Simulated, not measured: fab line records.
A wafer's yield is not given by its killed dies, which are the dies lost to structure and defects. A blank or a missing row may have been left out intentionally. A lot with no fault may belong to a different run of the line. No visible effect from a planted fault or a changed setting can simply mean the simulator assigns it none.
A struck lot beside a sound one ; flow sky130 ; 19 steps out of a route of 708
Sound: wafers L808.1, L808.2, L808.5. The struck wafers were L811.2, L811.3, L811.6. Last of all comes the cause.
For every step that has rows: the tool of each side, followed by ch and its chambers, followed by its first start. Under that, the readings that differ: sound wafers ; struck wafers ; difference of the means ; sigmas: that difference in standard deviations of wafers without a fault.
alike: words and numbers the same on both sides, and readings whose means are apart by under 2 such deviations; not compared: readings that were withheld, readings missing a value for some wafer, numbers with overlapping values and no deviation given by the record, and bounds like >300 which may hide the same value.
Wherever a step has rows on one side only, a row that says differs or no value, or a row with sigmas, the two part there. When numbers do not overlap yet have no deviation, they are printed without sigmas and do not part them. A reading that every wafer of one side lacks parts them only if that side has two wafers or more.

SKY_FIELD_ISO_BOW_MEAS_00:
  sound on film_metro-01 at day 3 02:00; struck on film_metro-03 at day 3 17:01
  alike: INCOMING_BOW
then, 1 step without rows for these wafers: SKY_FIELD_ISO_OXIDATION_01 (stabilise 600 s, purge 300 s, target thk 12 nm).
SKY_FIELD_ISO_THK_MEAS_02:
  sound on film_metro-01 at day 3 03:38; struck on film_metro-04 at day 3 19:05
  alike: FIELD_ISO_OXIDATION_00_THK
then, 1 step without rows for these wafers: SKY_FIELD_ISO_CVD_03 (deposits Si3N4 from DCS/NH3, target thk 165 nm, time 2830 s).
SKY_FIELD_ISO_THK_MEAS_04:
  sound on film_metro-01 at day 3 06:58; struck on film_metro-01 at day 3 20:55
  alike: FIELD_ISO_CVD_03_THK
then, 3 steps without rows for these wafers: SKY_FIELD_ISO_DEHYDRATE_05 (time 60 s); SKY_FIELD_ISO_HMDS_06 (prime time 60 s); SKY_FIELD_ISO_COAT_07 (resist thk 60 nm).
SKY_FIELD_ISO_COAT_08: resist thk 450 nm.
  sound on litho_track-02 ch 0, day 3 14:00; struck on litho_track-02 ch 0, day 4 04:00
reading;sound;struck;difference;sigmas
model.KrF-thick_of_FIELD_ISO_COAT_08.thk_nm (nm);449.4 448.9 449.3;481.9 481 480.4;+31.9;
then, 4 steps without rows for these wafers: SKY_FIELD_ISO_SOFTBAKE_09 (time 90 s); SKY_FIELD_ISO_EXPOSE_10 (exposes mask FOM, target cd 150 nm); SKY_FIELD_ISO_PEB_11; SKY_FIELD_ISO_DEVELOP_12 (develop time 60 s).
SKY_FIELD_ISO_CD_MEAS_13: the cd target is 150 nm.
  sound on cd_sem-01 at day 3 22:50; struck on cd_sem-01 at day 4 13:25
  alike: cd_nm
SKY_FIELD_ISO_ETCH_14: etches BARC in N2/H2, stops on SiO2, time 45.9 s, target depth 60 nm.
  sound on rie_diel-03 ch 2,3, day 3 22:58; struck on rie_diel-01 ch 0,1,3, day 4 13:31
  alike: drypump_motor_current_A, oes_product_au, throttle_valve_pct
  not compared: rf_hours_counter_h
SKY_FIELD_ISO_ETCH_15: etches the open film in CHF3/O2, stops on Si, target depth 180 nm, time 72 s.
  sound on rie_diel-03 ch 2,3, day 3 23:00; struck on rie_diel-01 ch 0,1,3, day 4 13:33
reading;sound;struck;difference;sigmas
model.KrF-thick_of_FIELD_ISO_COAT_08.thk_nm (nm);231.9 236.4 231.6;268.6 268.7 269.8;+35.7;
  alike: O2_flow_sccm, drypump_motor_current_A, oes_product_au, throttle_valve_pct
  not compared: rf_hours_counter_h
SKY_FIELD_ISO_STRIP_16: strips in O2/N2.
  sound on plasma_asher-04 ch 0,1, day 3 23:04; struck on plasma_asher-01 ch 0,1, day 4 13:37
reading;sound;struck;difference;sigmas
oes_product_au (a.u.);0.377 0.371 0.373;0.389 0.386 0.400;+0.018;+4
strip_time_to_endpoint_s (s);3.494 3.569 3.502;3.883 3.883 3.903;+0.368;+13
  alike: drypump_motor_current_A
  not compared: rf_hours_counter_h
SKY_FIELD_ISO_ETCH_17: etches Si in HBr/Cl2/O2, target depth 342 nm, time 97.7 s.
  sound on rie_si-01 ch 2,3, day 3 23:10; struck on rie_si-02 ch 0,2, day 4 13:43
  alike: O2_flow_sccm, drypump_motor_current_A, oes_product_au, throttle_valve_pct
  not compared: rf_hours_counter_h
-- the record jumps here: 44 days lie between the struck wafers' starts before and after (it left off in module FIELD_ISO and takes up again in module PAD_OPEN, whose first step shown is number 708 of the route) --
SKY_PAD_OPEN_PROBE_99:
  sound on prober-02 at day 48 11:02; struck on prober-01 at day 48 16:18
  alike: killed_at_M0_to_M3, killed_at_M4_up, killed_at_contacts, killed_at_front_end, killed_at_other, killed_dies, killed_open, killed_short

WHERE THEY PART
Within this record, at SKY_FIELD_ISO_STRIP_16 only. Later steps at which nothing parts them and some readings are alike: SKY_FIELD_ISO_ETCH_17, SKY_PAD_OPEN_PROBE_99.

WHY: the cause the simulator had injected
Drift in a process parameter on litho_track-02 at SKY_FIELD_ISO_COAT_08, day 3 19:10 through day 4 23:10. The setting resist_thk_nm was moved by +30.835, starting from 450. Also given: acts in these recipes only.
